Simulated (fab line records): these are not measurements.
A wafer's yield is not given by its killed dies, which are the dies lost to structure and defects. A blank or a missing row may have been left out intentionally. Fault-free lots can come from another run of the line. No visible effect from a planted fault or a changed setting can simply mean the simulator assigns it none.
Matching of chambers | flow sky130 | SKY_CONTACT_ETCH_16 on rie_diel-02 has 4 sister chambers
The step etches BARC in N2/H2, stops on SiO2, time 45.9 s, target depth 60 nm. 14 wafers are shown with their chamber, then 7 later ones without.

## WAFERS, EACH WITH ITS CHAMBER
wafer  | chamber | drypump_motor_current_A (A) | rf_fwd_power_W (W) | oes_product_au (a.u.)
L210.1 | 3       | 5.7                         | 496.8              | 0.853
L210.4 | 1       | 5.9                         | 496.4              | 0.847
L210.5 | 0       | 5.5                         | 491.5              | 0.856
L214.2 | 0       | 5.5                         | 495.0              | 0.861
L214.3 | 2       | 5.4                         | 496.7              | 0.854
L214.5 | 2       | 5.3                         | 494.0              | 0.853
L229.1 | 1       | 5.8                         | 496.0              | 0.864
L229.2 | 2       | 5.3                         | 497.7              | 0.849
L229.5 | 2       | 5.3                         | 497.1              | 0.853
L230.4 | 1       | 5.9                         | 494.4              | 0.848
L230.5 | 2       | 5.4                         | 496.0              | 0.855
L230.6 | 1       | 5.9                         | 493.7              | 0.855
L231.1 | 2       | 5.3                         | 496.4              | 0.846
L231.3 | 1       | 5.9                         | 496.8              | 0.856

SIGNATURES, as means of the wafers listed above
reading                 | chamber 0 | chamber 1 | chamber 2 | chamber 3 | scatter within a chamber
drypump_motor_current_A | 5.500     | 5.880     | 5.333     | 5.700     | 0.0462
rf_fwd_power_W          | 493.250   | 495.460   | 496.317   | 496.800   | 1.47
oes_product_au          | 0.85850   | 0.85400   | 0.85167   | 0.85300   | 0.00512
Rule: for a wafer and a chamber, the distance is found by dividing, reading by reading, the gap between the wafer's reading and the chamber's mean by the reading's scatter, squaring, summing and taking the root. The wafer belongs to the nearest chamber; if the next one is less than 2 further off, it can't be placed. The scatter is the square root of a quotient: the sum, over the shown wafers, of each reading's squared deviation from its chamber's mean, divided by wafers minus chambers.

## WAFERS WITHOUT THEIR CHAMBER
wafer  | drypump_motor_current_A (A) | rf_fwd_power_W (W) | oes_product_au (a.u.)
L231.5 | 5.3                         | 495.0              | 0.854
L232.2 | 5.4                         | 495.5              | 0.853
L232.3 | 5.7                         | 493.7              | 0.855
L232.6 | 5.7                         | 494.2              | 0.850
L233.2 | 5.3                         | 496.1              | 0.858
L233.3 | 5.8                         | 495.7              | 0.856
L233.5 | 5.3                         | 496.9              | 0.847

## WHICH CHAMBER EACH WENT THROUGH
wafer  | from the rows above     | in truth
L231.5 | 2                       | 2
L232.2 | can't be placed: 2 or 0 | 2
L232.3 | can't be placed: 3 or 1 | 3
L232.6 | 3                       | 3
L233.2 | 2                       | 2
L233.3 | can't be placed: 1 or 3 | 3
L233.5 | 2                       | 2
Placed correctly: 4 of 7. Unplaceable from these rows: 3, with the true chamber sitting among the candidates in 3. Wrongly placed: 0.
